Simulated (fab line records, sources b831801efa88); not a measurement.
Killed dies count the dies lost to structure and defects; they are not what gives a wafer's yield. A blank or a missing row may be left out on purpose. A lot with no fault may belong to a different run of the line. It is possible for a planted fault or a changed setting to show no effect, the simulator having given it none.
A struck lot beside a sound one + flow sky130 + 24 steps out of a route of 708
Sound: wafers L301.1, L301.5, L301.6. Wafers L321.3, L321.4, L321.5 were the ones struck. Last of all comes the cause.
Each step with rows lists, per side, the tool, then ch with its chambers, then its first start. Under that, the readings that differ: sound wafers + struck wafers + difference of the means + sigmas: that difference in standard deviations of wafers without a fault.
alike: readings with means less than 2 such deviations apart, plus words and numbers identical on both sides. not compared: withheld readings, readings lacking a value on some wafer, bounds such as >300 that could conceal the same value, and numbers that have no deviation in the record and whose values overlap.
A row with sigmas, a row that says differs or no value, or rows on one side alone: a step with any of these is where the two part. When numbers do not overlap yet have no deviation, they are printed without sigmas and do not part them. A reading that every wafer of one side lacks parts them only if that side has two wafers or more.

first, 10 steps without rows for these wafers: SKY_METAL1_EXPOSE_12 (exposes mask MM1, target cd 140 nm); SKY_METAL1_PEB_13; SKY_METAL1_DEVELOP_14 (develop time 60 s); SKY_METAL1_DESCUM_17 (chemistry O2, time 8 s); SKY_METAL1_ETCH_18 (etches BARC in N2/H2, stops on SiO2, time 45.9 s, target depth 60 nm); SKY_METAL1_METAL_ETCH_19 (etches the open film in Cl2/BCl3, stops on SiO2, target depth 360 nm, time 78 s); SKY_METAL1_STRIP_20 (strips in O2/N2); SKY_METAL1_STRIP_21 (strips in post etch residue remover, time 1200 s); SKY_METAL1_CLEAN_22 (cleans in IPA, time 180 s); SKY_METAL1_CLEAN_23 (cleans in O3/DIW).
SKY_VIA1_HDPCVD_00: deposits SiO2, target thk 1030 nm, time 171.7 s.
  sound on hdpcvd-02 ch 0,2, day 33 07:07; struck on hdpcvd-02 ch 0,1, day 39 13:18
  no value came back on the struck wafers for pressure mtorr (mTorr), run length s (s), sih4 flow sccm (sccm); on the sound wafers pressure mtorr (mTorr) reads 6.023 6.019 6.005
then, 10 steps without rows for these wafers: SKY_VIA1_CMP_02 (polishes SiO2); SKY_VIA1_DEHYDRATE_04 (time 60 s); SKY_VIA1_HMDS_05 (prime time 60 s); SKY_VIA1_COAT_06 (resist thk 60 nm); SKY_VIA1_COAT_07 (resist thk 450 nm); SKY_VIA1_SOFTBAKE_08 (time 90 s); SKY_VIA1_EXPOSE_09 (exposes mask VIM, target cd 150 nm); SKY_VIA1_PEB_10; SKY_VIA1_DEVELOP_11 (develop time 60 s); SKY_VIA1_ETCH_14 (etches BARC in N2/H2, stops on SiO2, time 45.9 s, target depth 60 nm).
SKY_VIA1_ETCH_15: etches SiO2 in C4F8/O2/Ar, stops on TiN, target depth 351 nm, time 54 s.
  sound on rie diel-02 ch 0,1,3, day 34 10:04; struck on rie diel-01 ch 0,1,2, day 40 14:07
| reading                  | sound             | struck            | difference | sigmas |
|--------------------------|-------------------|-------------------|------------|--------|
| oes product au (a.u.)    | 0.967 0.989 0.984 | 0.367 0.368 0.376 | -0.610     | -86    |
| model.etch.depth nm (nm) | 346.6 345.7 344.2 | 0 0 0             | -346       |        |
  not compared: rf hours counter h
then, 1 step without rows for these wafers: SKY_VIA1_STRIP_16 (strips in O2/N2).
-- the record jumps here: 10 days lie between the struck wafers' starts before and after (it left off in module VIA1 and takes up again in module PAD_OPEN, whose first step shown is number 708 of the route) --
SKY_PAD_OPEN_PROBE_99:
  the record has rows for the struck wafers here (prober-02, day 50 16:16) and none for the sound ones

## WHERE THEY PART
Earliest at SKY_VIA1_HDPCVD_00; latest, in this record, at SKY_PAD_OPEN_PROBE_99.

WHY: what the simulator had put in
Whole step skipped at SKY_VIA1_HDPCVD_00 on hdpcvd-02, starting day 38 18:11. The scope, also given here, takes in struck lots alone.
